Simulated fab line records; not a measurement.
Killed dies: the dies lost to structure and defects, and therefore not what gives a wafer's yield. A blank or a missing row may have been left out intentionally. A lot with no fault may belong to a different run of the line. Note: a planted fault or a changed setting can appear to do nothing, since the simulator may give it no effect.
2 desks, one fault	flow gf180mcu	every desk sees just its own numbers, and what lay behind them comes last

== THE TOOL OWNER'S DESK: litho track-02 ==
The tool's own readings at GF_HV_LDD_SOFTBAKE_27 (time 60 s): means of the sampled wafers that have a number, for each lot that ran on this tool. If a lot's mean is further than 4 standard deviations from the usual mean, the lot is out of limits and carries the mark OUT (the distance appears in the brackets).
Columns: A = heater power total W at GF_HV_LDD_SOFTBAKE_27, usual 56.59 W; B = run length s at GF_HV_LDD_SOFTBAKE_27, usual 89.09 s
lot	first seen here	A	B
L734	day 11 09:58	56.53	89.02
L738	day 12 10:08	56.60	89.09
L739	day 12 22:25	56.63	89.04
L743	day 15 01:05	56.57	89.06
L744	day 15 11:59	56.56	89.16
L748	day 16 07:56	56.64	91.12 (+18) OUT
L752	day 17 05:22	56.66	90.20 (+10) OUT
Finding of this desk: L748, L752 out of limits; the first was L748 at day 16 07:56, on run length s at GF_HV_LDD_SOFTBAKE_27. Within limits: L734, L738, L739, L743, L744.

== FROM THE METROLOGY DESK ==
Lot by lot, what the gauges showed, no matter which tool ran the lot: averages of those sampled wafers that carry a number. If a lot's mean is further than 4 standard deviations from the usual mean, the lot is out of limits and carries the mark OUT (the distance appears in the brackets).
Columns: A = cd nm at GF_HV_LDD_CD_MEAS_19, usual 399.5 nm; B = HV_LDD_02_OVL at GF_HV_LDD_OVL_MEAS_32, usual 0.7 nm
lot	first seen here	A	B
L733	day 10 17:53	400.8	1.8
L734	day 11 00:11	398.2	3.5
L736	day 11 15:05	401.5	-0.4
L737	day 11 20:10	400.7	0.8
L738	day 12 00:48	402.2	-0.2
L739	day 12 12:10	401.0	2.9
L742	day 13 18:47	394.8	0.6
L743	day 14 14:26	397.4	-0.0
L744	day 15 00:40	394.6	-0.8
L745	day 15 07:41	401.6	0.6
L746	day 15 10:20	398.1	0.1
L748	day 15 20:06	399.9	0.2
L752	day 16 17:53	399.4	2.5
L755	day 17 14:05	400.4	0.4
Finding of this desk: none of the 14 lots has anything out of limits.

== PUT TOGETHER ==
On L748, L752, at day 16 07:56, an alarm was possible from the tool owner's desk.
At the metrology desk, nothing out of limits was observed.
The metrology desk holds a record of L748, L752, inside its limits.
Of the lots named, all ran GF_HV_LDD_SOFTBAKE_27 on litho track-02.

== WHAT THE SIMULATOR HAD PUT IN ==
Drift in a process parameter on litho track-02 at GF_HV_LDD_SOFTBAKE_27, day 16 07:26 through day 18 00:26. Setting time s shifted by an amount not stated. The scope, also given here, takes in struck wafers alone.
Shown lots that were struck: L748, L752.
Hours from the fault's start to each desk's first reading out of limits: the tool owner's desk, 0.
